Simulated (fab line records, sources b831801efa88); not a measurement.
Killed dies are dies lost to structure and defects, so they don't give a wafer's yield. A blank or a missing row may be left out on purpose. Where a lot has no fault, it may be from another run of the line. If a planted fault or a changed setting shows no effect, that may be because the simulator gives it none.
Which tool did it? / flow sky130 / 6 lots with 18 wafers sampled at 3 steps, on a route of 708 steps

== WHAT THE GAUGES READ, wafer by wafer ==
SKY_VIA3_THK_MEAS_01.
lot=L189; measured=day 39 05:20; on=film metro-01; VIA3_HDPCVD_THK (nm)=1606 1623 1629
lot=L192; measured=day 40 04:13; on=film metro-03; VIA3_HDPCVD_THK (nm)=1640 1619 1614
lot=L194; measured=day 40 17:17; on=film metro-01; VIA3_HDPCVD_THK (nm)=1642 1623 1634
lot=L196; measured=day 41 13:44; on=film metro-02; VIA3_HDPCVD_THK (nm)=1627 1609 1640
lot=L199; measured=day 42 03:23; on=film metro-01; VIA3_HDPCVD_THK (nm)=1658 1652 1631
lot=L207; measured=day 44 20:06; on=film metro-01; VIA3_HDPCVD_THK (nm)=1655 1654 1647

== TOOL THAT RAN EACH LOT (tool first, then ch and the chambers of the sampled wafers, then the start) ==
lot=L189; SKY_CONTACT_ETCH_18=rie diel-02 ch 0,1,3, day 32 10:00; SKY_VIA2_SPUTTER_20=pvd sputter-03, day 37 02:17
lot=L192; SKY_CONTACT_ETCH_18=rie diel-04 ch 0,2, day 33 10:00; SKY_VIA2_SPUTTER_20=pvd sputter-04, day 38 00:25
lot=L194; SKY_CONTACT_ETCH_18=rie diel-03 ch 1,2,3, day 33 22:00; SKY_VIA2_SPUTTER_20=pvd sputter-02, day 38 14:11
lot=L196; SKY_CONTACT_ETCH_18=rie diel-03 ch 2,3, day 34 19:00; SKY_VIA2_SPUTTER_20=pvd sputter-04, day 39 08:25
lot=L199; SKY_CONTACT_ETCH_18=rie diel-04 ch 1,2, day 35 10:00; SKY_VIA2_SPUTTER_20=pvd sputter-04, day 39 23:54
lot=L207; SKY_CONTACT_ETCH_18=rie diel-04 ch 0,1,3, day 38 10:00; SKY_VIA2_SPUTTER_20=pvd sputter-04, day 42 18:15
- SKY_CONTACT_ETCH_18: etches Si3N4 in CHF3/O2, stops on TiN, time 39 s, target depth 75 nm.
- SKY_VIA2_SPUTTER_20: material TiN, target thk 20 nm, time 80 s.

== THE ANSWER, worked out from the rows above alone ==
Rule: usual is defined by the lots themselves. Put in order of their means at a reading, lots are off if they are a third of the lots or fewer, leave a main group of 4 or more, and stand apart from it by a gap of 3 or more times the standard deviation of the main group's means; of several such gaps the widest counts. If all means in a main group match to the digits the tables above print for the reading, that group is not used. Also off: a lot with no number at a reading for which 4 or more lots have one. All remaining lots with rows at the step are treated as sound.
No lot is off at any reading shown: from this, nothing can be told.

== WHAT THE SIMULATOR HAD PUT IN ==
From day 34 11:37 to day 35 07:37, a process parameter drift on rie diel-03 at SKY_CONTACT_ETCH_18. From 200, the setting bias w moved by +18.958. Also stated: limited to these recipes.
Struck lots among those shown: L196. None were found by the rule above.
